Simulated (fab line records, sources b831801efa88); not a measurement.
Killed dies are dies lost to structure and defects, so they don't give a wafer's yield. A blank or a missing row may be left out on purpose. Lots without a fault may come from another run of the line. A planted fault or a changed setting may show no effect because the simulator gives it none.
fab line records | flow sky130
record lots=6 wafers=18 last_day=49
route steps=708 shown METAL3@561 VIA3@573 PAD_OPEN@708
lots that met no fault: from a run of the same line without faults
start_h: hours from the record's first day to the start of the lot's first wafer shown | wait_h: hours since the lot's step before | " the same as in the row above | L1.1+2: a row that stands for several wafers | - no value, or no start given | * or withheld: withheld | < > ~ a bound
route shown NAME@n: a module of which the file shows steps, and the number in the route of the first | usual: mean/standard deviation of fault-free wafers | same: alike in all rows | chamber/n: place in a boat | sites: the reading at each site | _std_site: their standard deviation | _edge_site: outer sites' mean less inner sites' | radius_mm: how far each site lies from the wafer's centre | mask NAME#n: copy n | behind: the tool/chamber that last shaped the wafer | hold: why the lot was held/for how many hours/how that ended | device: the transistor (n, p or np) that didn't switch | end of line: the same wafers' tests at the end of the route | a step without rows: its recipe alone | killed: dies lost to structure and defects at the first sort, not the wafer's yield | map: a wafer's dies, x killed, . not, _ none there
set.NAME: the setting as run; set.NAME@STEP: as run at that earlier step | model.NAME: the simulator's own value behind a step, which no gauge read
lots at some steps of the route; a table a step, a row a wafer
services: from which hour (start_h, from the record's first day; less than 0 if before it) a tool's chamber was out of use, for how many hours, and why
## steps
# step SKY_METAL3_PEB_11
# recipe peb_temp_c=withheld peb_time_s=withheld resist=KrF-thick
# step SKY_METAL3_DEVELOP_12
# recipe develop_time_s=60 resist=KrF-thick dev_temp_c=21
# step SKY_METAL3_CD_MEAS_13
# recipe target_cd_nm=300
# usual cd_nm=299.4/1.6
# columns lot.wafer tool chamber start_h wait_h cd_nm
L310.1 cd_sem-01 - 930.50 - 301.3
L310.3 " - " " 300.3
L310.4 " - " " 300.5
L312.1 cd_sem-02 - 948.70 - 302.6
L312.2 " - " " 300.7
L312.4 " - " " 302.1
L313.3 cd_sem-02 - 957.60 - 301.5
L313.4 " - " " 301.8
L313.6 " - " " 301.6
L322.2 cd_sem-02 - 1013.38 - 298.5
L322.3 " - " " 297.6
L322.6 " - " " 298.3
L325.1 cd_sem-01 - 1030.05 - 300.0
L325.4 " - " " 300.5
L325.5 " - " " 299.3
L327.2 cd_sem-01 - 1042.62 - 297.5
L327.3 " - " " 298.7
L327.6 " - " " 299.0
# step SKY_METAL3_OVL_MEAS_14
# usual METAL3_OVL=9/5.3
# columns lot.wafer tool chamber start_h wait_h METAL3_OVL[nm]
L310.1 overlay-01 - 930.62 0.1 8
L310.3 " - " " 4
L310.4 " - " " 9
L312.1 overlay-01 - 948.82 0.1 8
L312.2 " - " " 3
L312.4 " - " " 6
L313.3 overlay-01 - 957.70 0.1 14
L313.4 " - " " 17
L313.6 " - " " 19
L322.2 overlay-01 - 1013.49 0.1 12
L322.3 " - " " 7
L322.6 " - " " 5
L325.1 overlay-02 - 1030.17 0.1 10
L325.4 " - " " 3
L325.5 " - " " 6
L327.2 overlay-02 - 1042.73 0.1 13
L327.3 " - " " 12
L327.6 " - " " 15
# step SKY_METAL3_DESCUM_15
# recipe chemistry=O2 source_power_w=150 bias_power_w=0 pressure_mtorr=10 temp_c=40 time_s=8
# usual drypump_motor_current_A=5.5/0.43 oes_product_au=0.999/0.0077 temp_c=40.01/0.11
# columns lot.wafer tool chamber start_h wait_h drypump_motor_current_A oes_product_au rf_hours_counter_h temp_c
L310.1 rie_metal-01 0 930.66 0.0 4.9 1.012 13 39.70
L310.3 " 1 " " 5.3 1.007 - 40.07
L310.4 " 0 " " 4.9 0.993 - 39.70
L312.1 rie_metal-01 1 948.86 0.0 5.4 1.002 17 39.88
L312.2 " 0 " " 4.9 0.990 14 40.01
L312.4 " 0 " " 4.9 0.998 - 40.08
L313.3 rie_metal-02 1 957.73 0.0 5.8 0.999 - 40.09
L313.4 " 0 " " 6.2 1.004 - 40.11
L313.6 " 0 " " 6.2 1.006 - 40.12
L322.2 rie_metal-02 0 1013.52 0.0 6.1 1.009 17 40.15
L322.3 " 0 " " 6.2 1.012 - 40.13
L322.6 " 1 " " 5.7 1.007 - 39.92
L325.1 rie_metal-02 0 1030.20 0.0 6.2 0.999 18 39.98
L325.4 " 0 " " 6.2 0.990 - 40.04
L325.5 " 1 " " 5.8 1.005 - 40.01
L327.2 rie_metal-04 0 1042.76 0.0 5.1 0.999 19 40.14
L327.3 " 1 " " 5.7 1.002 - 40.10
L327.6 " 1 " " 5.7 1.001 - 39.90
# step SKY_METAL3_ETCH_16
# recipe chemistry=N2/H2 target=BARC ion_energy_ev=200 bias_w=100 pressure_mtorr=30 n2_flow_sccm=100 h2_flow_sccm=200 icp_w=500 stop_on=SiO2 time_s=85.97 target_depth_a=600
# step SKY_METAL3_ETCH_17
# recipe target=SiO2 stop_on=TiN chemistry=C4F8/O2/Ar source_w=1500 bias_w=1200 pressure_mtorr=40 c4f8_flow_sccm=withheld O2_flow_sccm=6 Ar_flow_sccm=300 time_s=3.9 target_depth_a=150
# usual oes_product_au=0.758/0.0067
# columns lot.wafer tool chamber start_h wait_h oes_product_au rf_hours_counter_h
L310.1 rie_diel-03 3 930.79 0.1 0.749 18
L310.3 " 1 " " 0.755 16
L310.4 " 2 " " 0.762 10
L312.1 rie_diel-03 0 948.99 0.1 0.747 16
L312.2 " 2 " " 0.742 11
L312.4 " 3 " " 0.762 18
L313.3 rie_diel-01 0 957.85 0.0 0.761 9
L313.4 " 2 " " 0.763 18
L313.6 " 3 " " 0.757 -
L322.2 rie_diel-04 3 1013.65 0.1 0.750 19
L322.3 " 1 " " 0.755 19
L322.6 " 1 " " 0.771 -
L325.1 rie_diel-03 2 1030.33 0.1 0.755 14
L325.4 " 0 " " 0.755 19
L325.5 " 0 " " 0.753 -
L327.2 rie_diel-03 2 1042.89 0.1 0.761 14
L327.3 " 0 " " 0.748 20
L327.6 " 1 " " 0.762 -
# step SKY_METAL3_METAL_ETCH_18
# recipe target_depth_a=8450 stop_on=SiO2 over_etch_frac=0.3 time_s=183.1 chemistry=Cl2/BCl3 resist_sidewall_deg=88 pressure_mtorr=10 icp_w=900 bias_w=48.5 Cl2_flow_sccm=60 bcl3_flow_sccm=30
# usual drypump_motor_current_A=5.5/0.42 oes_product_au=0.865/0.0064 throttle_valve_pct=22.264/0.0083
# columns lot.wafer tool chamber start_h wait_h drypump_motor_current_A oes_product_au rf_hours_counter_h throttle_valve_pct
L310.1 rie_metal-02 0 930.81 0.0 6.2 0.876 12 22.271
L310.3 " 1 " " 5.7 0.859 - 22.245
L310.4 " 0 " " 6.2 0.867 - 22.257
L312.1 rie_metal-04 1 949.01 0.0 5.7 0.864 8 22.275
L312.2 " 0 " " 5.1 0.869 13 22.252
L312.4 " 1 " " 5.7 0.868 - 22.281
L313.3 rie_metal-01 1 957.93 0.1 5.3 0.865 - 22.270
L313.4 " 0 " " 4.9 0.863 - 22.259
L313.6 " 1 " " 5.3 0.869 - 22.262
L322.2 rie_metal-04 1 1013.67 0.0 5.7 0.868 12 22.253
L322.3 " 0 " " 5.1 0.865 - 22.263
L322.6 " 0 " " 5.1 0.869 - 22.265
L325.1 rie_metal-04 1 1030.35 0.0 5.7 0.859 13 22.264
L325.4 " 0 " " 5.1 0.858 - 22.269
L325.5 " 0 " " 5.1 0.855 - 22.263
L327.2 rie_metal-01 0 1042.91 0.0 4.9 0.861 18 22.260
L327.3 " 1 " " 5.3 0.859 - 22.263
L327.6 " 1 " " 5.4 0.864 - 22.276
# step SKY_METAL3_STRIP_19
# recipe chemistry=O2/N2 power_w=1400 pressure_mtorr=1500 platen_temp_c=withheld o2_flow_sccm=3000 n2_flow_sccm=300 overash_fraction=0.5
# usual drypump_motor_current_A=5.4/0.52 n2_flow_sccm=299.9/0.95 oes_product_au=0.497/0.0056 strip_time_to_endpoint_s=6.41/0.074
# columns lot.wafer tool chamber start_h wait_h drypump_motor_current_A n2_flow_sccm oes_product_au rf_hours_counter_h strip_time_to_endpoint_s
L310.1 plasma_asher-01 0 930.98 0.1 4.9 301.7 0.494 47 6.30
L310.3 " 1 " " 5.5 299.7 0.492 - 6.32
L310.4 " 0 " " 4.9 300.0 0.496 - 6.30
L312.1 plasma_asher-01 1 949.18 0.1 5.5 299.6 0.500 49 6.46
L312.2 " 0 " " 4.9 300.8 0.508 49 6.52
L312.4 " 1 " " 5.5 299.0 0.509 - 6.58
L313.3 plasma_asher-01 1 958.08 0.1 5.5 299.5 0.494 - 6.31
L313.4 " 0 " " 5.0 299.4 0.495 - 6.35
L313.6 " 0 " " 4.9 300.0 0.484 - 6.33
L322.2 plasma_asher-03 0 1013.85 0.1 5.7 300.6 0.494 91 6.40
L322.3 " 1 " " 4.6 300.7 0.498 - 6.49
L322.6 " 1 " " 4.6 300.8 0.504 - 6.49
L325.1 plasma_asher-01 1 1030.53 0.1 5.5 298.4 0.502 57 6.43
L325.4 " 0 " " 4.9 301.2 0.509 - 6.44
L325.5 " 0 " " 5.0 300.7 0.493 - 6.43
L327.2 plasma_asher-04 1 1043.08 0.1 5.4 299.0 0.502 114 6.43
L327.3 " 1 " " 5.4 299.4 0.497 - 6.35
L327.6 " 0 " " 6.3 299.3 0.502 - 6.39
# step SKY_METAL3_STRIP_20
# recipe chemistry=post_etch_residue_remover time_s=1200 temp_c=72.5
# step SKY_METAL3_CLEAN_21
# recipe chemistry=IPA time_s=180 temp_c=25
# step SKY_METAL3_CLEAN_22
# recipe chemistry=O3/DIW dry=n2_spin
# step SKY_VIA3_HDPCVD_00
# recipe material=SiO2 target_thk_nm=1635 sigma_open_frac=0.3 time_s=272.5 temp_c=400 sih4_flow_sccm=60 pressure_mtorr=6
# columns lot.wafer tool chamber start_h wait_h
L310.1+3+4 hdpcvd-01 0,2,1 931.59 0.0
L312.1+2+4 hdpcvd-02 2,1,2 949.77 0.0
L312.1+2+4 hdpcvd-02 2,1,2 965.25 15.4
L313.3+4+6 hdpcvd-01 2,2,0 958.64 0.0
L322.2+3+6 hdpcvd-01 2,1,0 1014.47 0.0
L322.2+3+6 hdpcvd-01 2,1,0 1014.80 0.3
L325.1+4+5 hdpcvd-01 0,1,2 1031.63 0.0
L327.2+3+6 hdpcvd-02 2,0,2 1043.68 0.0
# step SKY_VIA3_THK_MEAS_01
# recipe reads=SiO2_of_VIA3_HDPCVD_00
# usual VIA3_HDPCVD_THK=1644/14
# columns lot.wafer tool chamber start_h wait_h VIA3_HDPCVD_THK[nm]
L310.1 film_metro-04 - 931.75 0.1 1651
L310.3 " - " " 1643
L310.4 " - " " 1656
L313.3 film_metro-02 - 958.83 0.1 1631
L313.4 " - " " 1623
L313.6 " - " " 1638
L312.1 film_metro-04 - 965.42 0.1 3273
L312.2 " - " " 3284
L312.4 " - " " 3301
L322.2 film_metro-01 - 1014.98 0.1 3295
L322.3 " - " " 3305
L322.6 " - " " 3314
L325.1 film_metro-02 - 1031.80 0.1 1678
L325.4 " - " " 1671
L325.5 " - " " 1675
L327.2 film_metro-04 - 1043.85 0.1 1643
L327.3 " - " " 1646
L327.6 " - " " 1628
# step SKY_VIA3_CMP_02
# recipe material=SiO2 down_force_psi=4 platen_rpm=60 pad_velocity_m_s=0.94248
# usual motor_current_A=11.4/1.1 slurry_filter_dp_kPa=13.52/0.14 slurry_flow_ml_min=149.9/0.46
# columns lot.wafer tool chamber start_h wait_h motor_current_A slurry_filter_dp_kPa slurry_flow_ml_min
L310.3 cmp-01 0 931.81 0.0 12.7 13.45 149.9
L310.1 " 1 " " 10.1 13.25 150.1
L310.4 " 3 " " 12.4 13.78 149.6
L313.3 cmp-01 1 958.92 0.1 9.6 13.67 149.9
L313.4 " 3 " " 12.4 13.46 149.3
L313.6 " 1 " " 9.8 13.43 150.4
L312.4 cmp-01 2 965.53 0.1 11.6 13.44 150.4
L312.2 " 3 " " 12.7 13.42 150.3
L312.1 " 0 " " 13.4 13.56 149.5
L322.2 cmp-01 3 1015.03 0.0 12.4 13.52 150.2
L322.3 " 2 " " 11.1 13.43 149.5
L322.6 " 3 " " 12.7 13.63 150.7
L325.1 cmp-02 0 1031.91 0.1 11.9 13.47 150.0
L325.4 " 2 " " 10.5 13.28 150.8
L325.5 " 3 " " 12.2 13.64 150.1
L327.3 cmp-01 0 1044.35 0.5 12.9 13.30 150.3
L327.2 " 1 " " 9.9 13.51 149.2
L327.6 " 3 " " 12.1 13.56 150.1
# step SKY_PAD_OPEN_PROBE_99
# usual defect_limited_yield=82.6/1.9 killed_at_M0_to_M3=43/6.9 killed_at_M4_up=3.2/2 killed_at_contacts=25/5.1 killed_at_front_end=15/4.5 killed_at_other=0.2/0.51 killed_dies=85/9.5 killed_on_rim=16/3.7 killed_open=48/6.9 killed_short=38/6.7 sort_bin_3_pad_short=0.8/0.4 sort_bin_5_function=10.2/1.6 sort_bin_6_memory=6.4/1.1 sort_n_pass=407/9.5 sort_yield_pct=82.6/1.9
# same gross_dies=492 killed_at_back_side=0 sort_bin_4_leakage[%]=0 sort_bin_8_speed[%]=0
# columns lot.wafer tool chamber start_h wait_h defect_limited_yield[%] killed_at_M0_to_M3 killed_at_M4_up killed_at_contacts killed_at_front_end killed_at_other killed_dies killed_on_rim killed_open killed_short sort_bin_3_pad_short[%] sort_bin_5_function[%] sort_bin_6_memory[%] sort_n_pass sort_yield_pct[%]
L310.1 prober-02 - 1100.28 0.1 83.7 44 1 24 11 0 80 20 52 28 0.2 9.1 6.9 412 83.7
L310.3 prober-02 - 1100.38 0.2 85.8 40 5 19 6 0 70 15 37 33 1.0 7.3 5.9 422 85.8
L310.4 prober-02 - 1100.43 0.2 83.7 45 2 15 17 1 80 16 45 35 0.4 11.0 4.9 412 83.7
L312.2 prober-02 - 1117.71 0.1 80.3 46 9 25 16 1 97 16 43 54 1.0 10.2 8.5 395 80.3
L313.3 prober-01 - 1123.11 0.2 80.9 47 2 27 18 0 94 14 59 35 0.4 10.6 8.1 398 80.9
L313.4 prober-01 - 1123.16 0.2 82.9 46 3 24 11 0 84 20 48 36 0.8 11.2 5.1 408 82.9
L313.6 prober-01 - 1123.26 0.2 82.1 53 1 15 19 0 88 17 49 39 1.0 10.6 6.3 404 82.1
L322.2 prober-02 - 1165.52 0.1 81.1 41 1 36 15 0 93 20 52 41 0.2 11.2 7.5 399 81.1
L322.3 prober-02 - 1165.57 0.2 80.7 48 2 27 18 0 95 13 55 40 0.8 9.1 9.3 397 80.7
L322.6 prober-02 - 1165.72 0.2 79.7 52 5 26 17 0 100 23 58 42 1.2 12.6 6.5 392 79.7
L325.1 prober-01 - 1177.96 0.1 83.1 44 6 23 10 0 83 14 36 47 1.0 7.1 8.7 409 83.1
L325.4 prober-01 - 1178.11 0.2 85.6 33 5 24 9 0 71 14 34 37 0.4 9.1 4.9 421 85.6
L325.5 prober-01 - 1178.16 0.2 81.1 46 8 27 12 0 93 19 51 42 1.6 11.6 5.7 399 81.1
L327.2 prober-01 - 1187.33 0.1 81.1 45 2 29 17 0 93 12 54 39 0 11.8 7.1 399 81.1
L327.3 prober-01 - 1187.38 0.2 82.9 35 3 26 20 0 84 13 51 33 0.4 9.8 6.9 408 82.9
L327.6 prober-01 - 1187.53 0.2 82.3 48 3 28 8 0 87 11 46 41 0.8 10.8 6.1 405 82.3
# killed by level:class
L310.1 VIA1:geometric_particle:open=11 VIA3:geometric_particle:open=11 LI_CONTACT:geometric_particle:open=9 METAL1:geometric_particle:short=7 CONTACT:geometric_particle:open=6 FIELD_ISO:geometric_particle:open=5 VIA2:geometric_particle:open=5 VIA1:geometric_particle:short=5
L310.3 METAL2:geometric_particle:short=7 VIA3:geometric_particle:open=7 CONTACT:geometric_particle:short=6 VIA1:geometric_particle:open=6 VIA2:geometric_particle:open=6 LI_CONTACT:geometric_particle:open=5 METAL1:geometric_particle:short=5 CONTACT:geometric_particle:open=4
L310.4 VIA1:geometric_particle:open=10 FIELD_ISO:geometric_particle:open=8 LI_CONTACT:geometric_particle:open=8 VIA3:geometric_particle:open=8 VIA1:geometric_particle:short=7 METAL2:geometric_particle:short=6 FIELD_ISO:geometric_particle:short=4 METAL1:geometric_particle:short=4
L312.2 VIA1:geometric_particle:open=10 CONTACT:geometric_particle:short=8 CONTACT:geometric_particle:open=8 VIA3:geometric_particle:short=6 VIA2:geometric_particle:open=6 METAL4:geometric_particle:short=6 VIA1:geometric_particle:short=5 POLY_GATE:geometric_particle:short=5
L313.3 VIA1:geometric_particle:open=13 LI_CONTACT:geometric_particle:open=9 CONTACT:geometric_particle:open=9 POLY_GATE:geometric_particle:open=6 VIA2:geometric_particle:open=6 FIELD_ISO:geometric_particle:open=5 VIA3:geometric_particle:open=5 LOCAL_INTERCONNECT:geometric_particle:short=4
L313.4 VIA1:geometric_particle:open=10 VIA3:geometric_particle:open=9 CONTACT:geometric_particle:open=8 LI_CONTACT:geometric_particle:open=8 CONTACT:geometric_particle:short=7 METAL1:geometric_particle:short=6 VIA2:geometric_particle:open=6 VIA1:geometric_particle:short=4
L313.6 VIA3:geometric_particle:open=12 CONTACT:geometric_particle:open=9 METAL2:geometric_particle:short=9 VIA1:geometric_particle:open=8 FIELD_ISO:geometric_particle:short=7 METAL1:geometric_particle:short=6 VIA2:geometric_particle:open=6 FIELD_ISO:geometric_particle:open=4
L322.2 VIA1:geometric_particle:open=10 LI_CONTACT:geometric_particle:open=9 LOCAL_INTERCONNECT:geometric_particle:short=9 CONTACT:geometric_particle:open=8 FIELD_ISO:geometric_particle:open=5 LI_CONTACT:geometric_particle:short=5 VIA2:geometric_particle:open=5 METAL1:geometric_particle:short=4
L322.3 VIA1:geometric_particle:open=13 FIELD_ISO:geometric_particle:open=10 CONTACT:geometric_particle:open=7 LI_CONTACT:geometric_particle:open=7 CONTACT:geometric_particle:short=7 VIA3:geometric_particle:open=6 VIA1:geometric_particle:short=5 METAL2:geometric_particle:short=5
L322.6 VIA1:geometric_particle:open=16 CONTACT:geometric_particle:open=10 POLY_GATE:geometric_particle:open=7 LI_CONTACT:geometric_particle:open=7 METAL2:geometric_particle:short=7 METAL1:geometric_particle:short=6 VIA1:geometric_particle:short=6 VIA3:geometric_particle:open=5
L325.1 CONTACT:geometric_particle:short=8 METAL1:geometric_particle:short=8 METAL2:geometric_particle:short=7 VIA3:geometric_particle:open=7 VIA1:geometric_particle:open=6 VIA2:geometric_particle:open=6 LOCAL_INTERCONNECT:geometric_particle:short=5 POLY_GATE:geometric_particle:short=4
L325.4 CONTACT:geometric_particle:short=7 CONTACT:geometric_particle:open=7 VIA3:geometric_particle:open=6 METAL2:geometric_particle:short=5 LI_CONTACT:geometric_particle:open=4 METAL1:geometric_particle:short=4 VIA1:geometric_particle:open=4 VIA2:geometric_particle:open=4
L325.5 CONTACT:geometric_particle:open=14 VIA1:geometric_particle:open=11 VIA2:geometric_particle:open=8 VIA3:geometric_particle:open=6 METAL4:geometric_particle:short=6 POLY_GATE:geometric_particle:short=5 LI_CONTACT:geometric_particle:open=5 METAL2:geometric_particle:short=5
L327.2 LI_CONTACT:geometric_particle:open=10 VIA1:geometric_particle:open=9 VIA2:geometric_particle:open=8 METAL2:geometric_particle:short=7 VIA3:geometric_particle:open=7 CONTACT:geometric_particle:short=6 CONTACT:geometric_particle:open=6 POLY_GATE:geometric_particle:open=5
L327.3 CONTACT:geometric_particle:open=11 LI_CONTACT:geometric_particle:open=7 FIELD_ISO:geometric_particle:open=5 POLY_GATE:geometric_particle:short=5 METAL2:geometric_particle:open=5 VIA1:geometric_particle:open=5 VIA2:geometric_particle:short=5 VIA2:geometric_particle:open=5
L327.6 VIA3:geometric_particle:open=10 CONTACT:geometric_particle:open=9 VIA2:geometric_particle:open=9 METAL3:geometric_particle:short=7 CONTACT:geometric_particle:short=7 LI_CONTACT:geometric_particle:open=5 METAL1:geometric_particle:short=5 VIA1:geometric_particle:open=5
## services
# columns tool chamber start_h hours kind
cmp-01 - 910.76 5.2 pm
rie_diel-01 1 913.32 3.2 repair
rie_diel-01 2 913.47 8.1 repair
plasma_asher-01 - 913.97 2.1 repair
cmp-01 - 915.96 4.0 pm
cmp-01 - 917.77 2.2 repair
rie_diel-01 3 919.15 2.7 repair
rie_diel-01 1 922.89 17.5 repair
rie_diel-01 3 928.37 6.5 repair
rie_diel-04 - 933.53 2.8 pm
hdpcvd-02 - 935.39 0.3 repair
rie_diel-04 - 937.51 0.9 repair
cmp-02 - 945.85 0.9 repair
hdpcvd-02 - 950.25 15.0 pm
rie_diel-03 1 960.12 7.7 repair
plasma_asher-03 - 964.60 3.2 repair
cmp-02 - 966.06 0.7 repair
hdpcvd-01 2 980.18 5.7 repair
plasma_asher-04 - 989.67 2.8 repair
hdpcvd-01 - 1007.44 1.1 repair
cmp-01 - 1016.67 0.7 repair
rie_metal-04 1 1017.20 1.5 repair
cmp-01 - 1035.62 0.4 repair
plasma_asher-01 - 1037.59 4.2 repair
## key
first_sign step=SKY_VIA3_HDPCVD_00 reading=visit direction=added
effect step=SKY_VIA3_THK_MEAS_01 reading=VIA3_HDPCVD_THK direction=up sigmas=99+ usual=1644 struck=3295
met_at SKY_VIA3_HDPCVD_00
struck_wafers L312.1,L312.2,L312.4,L322.2,L322.3,L322.6
fault kind=repeated_step_whole tool=hdpcvd-01,hdpcvd-02 chamber=- onset_h=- steps=SKY_VIA3_HDPCVD_00 times=1 scope=struck_lots_only
